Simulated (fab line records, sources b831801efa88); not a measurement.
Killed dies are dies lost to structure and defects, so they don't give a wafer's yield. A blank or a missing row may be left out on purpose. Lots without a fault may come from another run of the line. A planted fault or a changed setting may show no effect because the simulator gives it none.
A struck lot beside a sound one | flow gf180mcu | 14 steps out of a route of 602
Sound: wafers L282.1, L282.2, L282.4. Struck: wafers L298.1, L298.4, L298.6. The cause comes at the end.
At each step with rows: each side's tool, then ch and its chambers, then its first start. Under that, the readings that differ: sound wafers | struck wafers | difference of the means | sigmas: that difference in standard deviations of wafers without a fault.
alike: readings whose means differ by less than 2 such deviations, and words and numbers that are the same on both sides. not compared: withheld readings, readings that some wafer has no value for, bounds like >300 that may hide the same value, and numbers for which the record gives no deviation and whose values overlap.
The two part at a step that has a row with sigmas, a row that says differs or no value, or rows on one side only. Numbers that don't overlap but have no deviation are shown without sigmas and don't part them. A reading that every wafer of one side lacks parts them only if that side has two wafers or more.

GF_V1_CMP_26: polishes, stops on SiO2, t overpolish 15 s, target thk 0 nm.
  sound on cmp-02 ch 0,2,3, day 20 05:20; struck on cmp-01 ch 1,3, day 25 18:42
  alike: motor_current_A, overpolish_run_s, time_to_endpoint_s
then, 1 step without rows for these wafers: GF_M2_SPUTTER_00 (material Ti, target thk 37.5 nm, time 150 s).
GF_M2_SPUTTER_01: material TiN, target thk 30 nm, time 25 s.
  sound on pvd_sputter-03, day 20 05:44; struck on pvd_sputter-01, day 25 19:06
  alike: throttle_valve_pct
GF_M2_SPUTTER_02: material AlCu, target thk 450 nm, time 23.9 s.
  sound on pvd_sputter-03, day 20 05:46; struck on pvd_sputter-01, day 25 19:08
  alike: throttle_valve_pct
GF_M2_SPUTTER_03: material Ti, target thk 10 nm, time 6.7 s.
  sound on pvd_sputter-03, day 20 05:48; struck on pvd_sputter-01, day 25 19:10
  alike: throttle_valve_pct
GF_M2_SPUTTER_04: material TiN, target thk 50 nm, time 41.7 s.
  sound on pvd_sputter-03, day 20 05:49; struck on pvd_sputter-01, day 25 19:11
  alike: throttle_valve_pct
GF_M2_RS_MEAS_05: measures by four-point-probe.
  sound on film_metro-03, day 20 05:52; struck on film_metro-03, day 25 19:14
  alike: M2_ALCU_RS
GF_M2_THK_MEAS_06: measures by xrf.
  sound on film_metro-03, day 20 05:59; struck on film_metro-03, day 25 19:21
  alike: M2_ALCU_THK
then, 4 steps without rows for these wafers: GF_M2_DEHYDRATE_07 (time 60 s); GF_M2_HMDS_08 (prime time 60 s); GF_M2_COAT_09 (resist thk 1000 nm); GF_M2_SOFTBAKE_10 (time 60 s).
GF_M2_EXPOSE_11: exposes mask Metal2, target cd 280 nm.
  sound on krf_scanner-02 ch 0, day 20 17:59; struck on krf_scanner-01, day 26 06:03
  no value came back on the struck wafers for exposure_dose_mJ_cm2, focus_offset_nm (nm); on the sound wafers exposure_dose_mJ_cm2 reads 27.98 28.02 28.00
  alike: mask
then, 1 step without rows for these wafers: GF_M2_PEB_12 (peb time 90 s).

WHERE THEY PART
Only at GF_M2_EXPOSE_11, within this record.

WHY: what the simulator had put in
Skipped step whole: krf_scanner-01, from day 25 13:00 on, at GF_M2_EXPOSE_11. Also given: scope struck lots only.
